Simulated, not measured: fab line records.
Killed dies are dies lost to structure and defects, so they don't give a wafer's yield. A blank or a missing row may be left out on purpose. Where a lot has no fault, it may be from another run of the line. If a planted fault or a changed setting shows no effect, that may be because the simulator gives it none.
Struck lot and sound lot, side by side | flow sky130 | 15 out of 708 route steps
Sound: these wafers, L436.1, L436.2, L436.6. Wafers struck: L446.3, L446.4, L446.6. At the end, the cause is stated.
Each step with rows lists, per side, the tool, then ch with its chambers, then its first start. Under that, the readings that differ: sound wafers | struck wafers | difference of the means | sigmas: that difference in standard deviations of wafers without a fault.
alike: readings with means less than 2 such deviations apart, plus words and numbers identical on both sides. not compared: withheld readings, readings lacking a value on some wafer, bounds such as >300 that could conceal the same value, and numbers that have no deviation in the record and whose values overlap.
A row with sigmas, a row that says differs or no value, or rows on one side alone: a step with any of these is where the two part. When numbers do not overlap yet have no deviation, they are printed without sigmas and do not part them. A reading missing from all wafers of one side parts the sides only when that side holds two or more wafers.

first, 1 step without rows for these wafers: SKY_POLY_GATE_OXIDATION_20 (stabilise 600 s, purge 300 s, target thk 4 nm).
SKY_POLY_GATE_THK_MEAS_21:
  sound: film_metro-02 at day 18 09:13; struck: film_metro-02 at day 21 17:16
  alike: POLY_GATE_OXIDATION_THK
SKY_POLY_GATE_CD_MEAS_22:
  sound: cd_sem-02 at day 18 09:16; struck: cd_sem-02 at day 21 17:21
  alike: cd_nm
then, 7 steps without rows for these wafers: SKY_LDD_N_DEHYDRATE_00 (time 60 s); SKY_LDD_N_HMDS_01 (prime time 60 s); SKY_LDD_N_COAT_02 (resist thk 300 nm); SKY_LDD_N_SOFTBAKE_03 (time 60 s); SKY_LDD_N_EXPOSE_04 (exposes mask NTM, target cd 840 nm); SKY_LDD_N_PEB_05; SKY_LDD_N_DEVELOP_06 (develop time 60 s).
SKY_LDD_N_OVL_MEAS_07:
  sound: overlay-02 at day 19 14:46; struck: overlay-01 at day 23 00:46
  reading        | sound       | struck         | difference | sigmas
  LDD_N_OVL (nm) | 3.0 1.6 3.3 | -1.7 -0.9 -1.4 | -4.0       | -3
next, for these wafers, 1 step has no rows: SKY_LDD_N_IMPLANT_08.
SKY_LDD_N_IMPLANT_09:
  sound on implanter-01 ch 0, day 19 14:57; struck on implanter-01 ch 0, day 23 01:00
  reading                | sound                | struck               | difference | sigmas
  rotation_deg (degrees) | 112.97 112.98 112.98 | 228.13 228.11 228.10 | +115.14    | +99 or more
  alike: beam_on_s
next, for these wafers, 1 step has no rows: SKY_LDD_N_IMPLANT_10.
SKY_PAD_OPEN_PROBE_99:
  the record holds rows for the sound wafers here (prober-02, day 47 14:35) but none for the struck ones

## WHERE THEY PART
Earliest at SKY_LDD_N_OVL_MEAS_07; latest, in this record, at SKY_PAD_OPEN_PROBE_99.

WHY: the cause the simulator had injected
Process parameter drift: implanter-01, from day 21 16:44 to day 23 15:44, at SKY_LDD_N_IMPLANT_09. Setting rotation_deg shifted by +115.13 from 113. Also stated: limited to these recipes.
